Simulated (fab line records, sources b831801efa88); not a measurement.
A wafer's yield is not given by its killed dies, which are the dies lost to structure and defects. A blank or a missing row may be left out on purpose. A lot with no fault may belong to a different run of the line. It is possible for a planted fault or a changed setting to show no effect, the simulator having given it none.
Which tool is to blame? -- flow sky130 -- 27 wafers from 9 lots sampled at 2 of the route's 708 steps

== WHAT THE GAUGES READ, wafer by wafer ==
SKY_CONTACT_THK_MEAS_01. Usual: CONTACT_CVD_00_THK 75.3 nm, standard deviation 0.91.
lot,measured,on,CONTACT_CVD_00_THK (nm),flag
L502,day 31 23:14,filmMetro-03,75.6 75.1 75.7,
L500,day 31 23:40,filmMetro-01,74.8 77.1 76.1,
L505,day 33 11:14,filmMetro-02,75.3 77.4 76.5,
L509,day 34 21:12,filmMetro-01,75.4 75.4 76.1,
L512,day 35 17:35,filmMetro-03,74.9 75.4 76.9,
L513,day 35 17:44,filmMetro-01,74.2 74.8 76.4,
L511,day 35 18:34,filmMetro-01,75.1 74.5 75.0,
L519,day 37 04:56,filmMetro-03,75.6 76.6 75.8,
L520,day 37 07:20,filmMetro-02,73.8 75.0 76.6,

== WHAT TOOL EACH LOT RAN ON (gives the tool, then ch and the chambers of the sampled wafers, and finally the start) ==
lot,SKY_LOCAL_INTERCONNECT_SPUTTER_00
L502,"pvdSputter-04, day 30 19:09"
L500,"pvdSputter-01, day 30 20:06"
L505,"pvdSputter-01, day 32 06:44"
L509,"pvdSputter-02, day 33 18:22"
L512,"pvdSputter-04, day 34 07:20"
L513,"pvdSputter-02, day 34 07:28"
L511,"pvdSputter-04, day 34 10:23"
L519,"pvdSputter-01, day 36 02:02"
L520,"pvdSputter-04, day 36 04:14"
- SKY_LOCAL_INTERCONNECT_SPUTTER_00: material TiN, target thk 100 nm, time 83.3 s.

== WHAT THE TOOLS THEMSELVES READ (means of the sampled wafers that have a number; where no wafer has one, the mark that the record gives instead) ==
SKY_LOCAL_INTERCONNECT_SPUTTER_00. Usual: throttleValvePct at 29.9 %, with a standard deviation of 1.2.
lot,tool,throttleValvePct (%),flag
L502,pvdSputter-04,30.5,
L500,pvdSputter-01,29.3,
L505,pvdSputter-01,29.5,
L509,pvdSputter-02,30.1,
L512,pvdSputter-04,30.8,
L513,pvdSputter-02,30.1,
L511,pvdSputter-04,29.4,
L519,pvdSputter-01,28.9,
L520,pvdSputter-04,29.9,

== THE ANSWER, worked out from the rows above alone ==
Rule: take the mean of a lot's wafers that have a number; if it is more than 3 standard deviations from the usual mean, the lot is off. Also off: a lot with no number at a reading for which 4 or more lots have one. All remaining lots with rows at the step are treated as sound. The gauges are gone through in route order, then the tools' own readings, and for those a lot's mean is taken as printed above. The first step at which some lot is off is used, and at that step the reading that is off furthest; a lot without a number counts as furthest.
No lot is off at any reading shown: from this, nothing can be told.

== WHAT HAD BEEN PUT IN BY THE SIMULATOR ==
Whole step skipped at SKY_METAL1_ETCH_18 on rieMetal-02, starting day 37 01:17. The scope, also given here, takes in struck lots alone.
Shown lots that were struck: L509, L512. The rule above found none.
